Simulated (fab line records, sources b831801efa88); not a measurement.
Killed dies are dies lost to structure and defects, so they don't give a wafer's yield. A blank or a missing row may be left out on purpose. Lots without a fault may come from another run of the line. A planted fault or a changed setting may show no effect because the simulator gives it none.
Problem report in the 8D (eight disciplines) form, filled by code | flow sky130 | the parts of the form that need people (team, actions taken, sign-off) are left out

1. THE PROBLEM
CONTACT_W_RS at SKY_CONTACT_RS_MEAS_25 reads a mean of 0.489 ohm/sq on 4 wafers of 2 lots; wafers without a fault read 0.336 ohm/sq with a standard deviation of 0.0037. That is +41 standard deviations from the usual mean.
The step: measures by four-point-probe.
First seen on wafer L135.1, day 35 11:14, on film_metro-02. The record holds 33 wafers of 11 lots with a number at this step. Rule for "out", or "out of limits": more than 4 standard deviations from the usual mean. The other wafers with a number count as sound.

2. WHAT IT IS AND WHAT IT IS NOT
question                    | is                             | is not
which readings at this step | CONTACT_W_RS                   | -
which lots                  | L135, L138                     | L127, L128, L129, L132, L136, L137, L144, L145, L146
which wafers of those lots  | L135.1, L135.6, L138.3, L138.6 | L135.3, L138.4
read on which gauges        | film_metro-02                  | film_metro-01, film_metro-04
when                        | from day 35 11:14              | up to then (13 sound wafers); but 16 sound wafers of L136, L137, L138, L144, L145, L146 came after

3. SUSPECTS, AND WHAT RULES EACH OUT
Counting: a tool at a process step up to the reading stays a suspect if it ran every lot that is out. Sound lots after the first of them don't rule it out here, since some wafers of a struck lot are sound.
- the gauge at SKY_CONTACT_RS_MEAS_25: ruled out. All the wafers that are out were read on film_metro-02, but those of them that SKY_CONTACT_CMP_27 has rows for are out there too, on other tools.
- cvd_w-01 at SKY_CONTACT_CVD_24 (deposits W, target thk 340 nm, time 102.12 s): kept. It ran every lot that is out, first L135 (day 35 11:08); its last sound lot up to then is L128 (day 33 09:16).
- Within cvd_w-01 at SKY_CONTACT_CVD_24: the wafers that are out ran in chamber 0; their sound lot-mates ran in chamber 1.
Left after counting: cvd_w-01 at SKY_CONTACT_CVD_24.

4. THE CAUSE (what the simulator had put in)
Process parameter drift: cvd_w-01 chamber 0, from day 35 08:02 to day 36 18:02, at SKY_CONTACT_CVD_24. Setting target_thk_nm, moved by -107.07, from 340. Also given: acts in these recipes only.
Counting left only this tool.

5. THE CHAIN OF EFFECTS, in route order
Each row: a reading whose mean over the struck wafers that have a number lies more than 3 standard deviations from the usual. Only readings for which the record gives a usual standard deviation are gone through. hours: the time from each lot's start at the first step in this table that gives one to its start at this step, as a median over the lots. sigmas: the change in usual standard deviations.
hours | step                    | reading            | usual        | on struck wafers | change | sigmas
0     | SKY_CONTACT_RS_MEAS_25  | CONTACT_W_RS       | 0.336 ohm/sq | 0.489            | +0.153 | +41
0     | SKY_CONTACT_THK_MEAS_26 | CONTACT_W_THK      | 349 nm       | 241              | -108   | -20
0     | SKY_CONTACT_CMP_27      | time_to_endpoint_s | 83 s         | 57               | -26    | -7.1
The process steps in it:
- SKY_CONTACT_CMP_27: polishes, stops on SiO2, t overpolish 15 s, target thk 0 nm.
Later measuring or inspecting steps at which every struck wafer that the step has a row for has a number for every such reading, and none has moved that far: SKY_VIA1_CD_MEAS_12.

6. WHAT WOULD HAVE CAUGHT IT SOONER
In this record the first reading out of limits at a measuring or inspecting step was taken at day 35 11:14, 3 hours after the fault began at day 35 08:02.
Of the tool readings at SKY_CONTACT_CVD_24 for which the record gives a usual standard deviation, none was out on any struck wafer, so an alarm limit of 4 standard deviations on them would not have fired.
Of the lots that are out (2), L138 began SKY_CONTACT_CVD_24 on cvd_w-01 after day 35 11:14. A hold on the tool at that time would have spared it.
